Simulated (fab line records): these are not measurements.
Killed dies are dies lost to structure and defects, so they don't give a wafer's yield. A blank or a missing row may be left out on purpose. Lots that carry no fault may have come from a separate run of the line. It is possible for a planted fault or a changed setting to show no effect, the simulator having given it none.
Problem report in the 8D (eight disciplines) form, filled by code -- flow sky130 -- the parts of the form that need people (team, actions taken, sign-off) are left out

1. PROBLEM STATEMENT
run length s at SKY_FIELD_ISO_ETCH_17 reads a mean of 90.9 s on 3 wafers of 3 lots; wafers without a fault read 126.2 s with a standard deviation of 0.45. That is -78 standard deviations from the usual mean.
The step: etches Si in HBr/Cl2/O2, target depth 342 nm, time 97.7 s.
Earliest sighting: wafer L912.5 on rie si-01 at day 3 21:43. The record has a number at this step for 18 wafers belonging to 7 lots. Rule for "out" (also "out of limits"): further than 4 standard deviations from the usual mean. All remaining wafers that have a number are taken as sound.

2. WHAT IT IS AND WHAT IT IS NOT
question,is,is not
which readings at this step,run length s,"chamber pressure mTorr, drypump motor current A, he backside leak sccm, oes product au, throttle valve pct"
which lots,"L912, L913, L914","L905, L908, L910, L926"
which wafers of those lots,"L912.5, L913.1, L914.5","L912.3, L913.3, L914.2"
read on which tools,rie si-01,rie si-02
when,from day 3 21:43,"up to then (10 sound wafers); but 5 sound wafers of L913, L914, L926 came after"

3. SUSPECTS, AND WHAT RULES EACH OUT
Counting: any tool at a process step up to the reading remains a suspect provided it ran every lot that is out. Sound lots after the first of them don't rule it out here, since some wafers of a struck lot are sound.
- plasma asher-04 at SKY_FIELD_ISO_STRIP_16 (strips in O2/N2): kept. It ran every lot that is out, first L912 (day 3 21:39).
- rie si-01 at SKY_FIELD_ISO_ETCH_17 (etches Si in HBr/Cl2/O2, target depth 342 nm, time 97.7 s): kept. Ran every lot that is out, first one L912 (day 3 21:43); last sound lot up to then L908 (day 3 04:04). On those wafers its own readings are out: run length s.
Left after counting: plasma asher-04 at SKY_FIELD_ISO_STRIP_16, rie si-01 at SKY_FIELD_ISO_ETCH_17.

4. THE CAUSE (what the simulator had put in)
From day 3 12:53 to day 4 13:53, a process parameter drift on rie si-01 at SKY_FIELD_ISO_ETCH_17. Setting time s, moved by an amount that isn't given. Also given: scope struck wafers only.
After counting, 2 suspects remain, this tool included.

5. THE EFFECT CHAIN, in route order
Each row: a reading whose mean over the struck wafers that have a number lies more than 3 standard deviations from the usual. Only readings whose record carries a usual standard deviation are examined. hours: median over the lots of the time between each lot's start at the first step of this table that gives one and its start at this step. sigmas: the change, counted in usual standard deviations.
hours,step,reading,usual,on struck wafers,change,sigmas
0,SKY_FIELD_ISO_ETCH_17,run length s,126.2 s,90.9,-35.3,-78
It contains these process steps:
- SKY_FIELD_ISO_ETCH_17: etches Si in HBr/Cl2/O2, target depth 342 nm, time 97.7 s.
Later steps that measure or inspect, where all struck wafers having a row at the step show a number for every such reading and not one has moved that far: SKY_FIELD_ISO_THK_MEAS_23, SKY_FIELD_ISO_THK_MEAS_25.

6. HOW IT WOULD HAVE BEEN CAUGHT EARLIER
In this record no reading fell out of limits until day 3 21:43, 9 hours after the fault had begun at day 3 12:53.
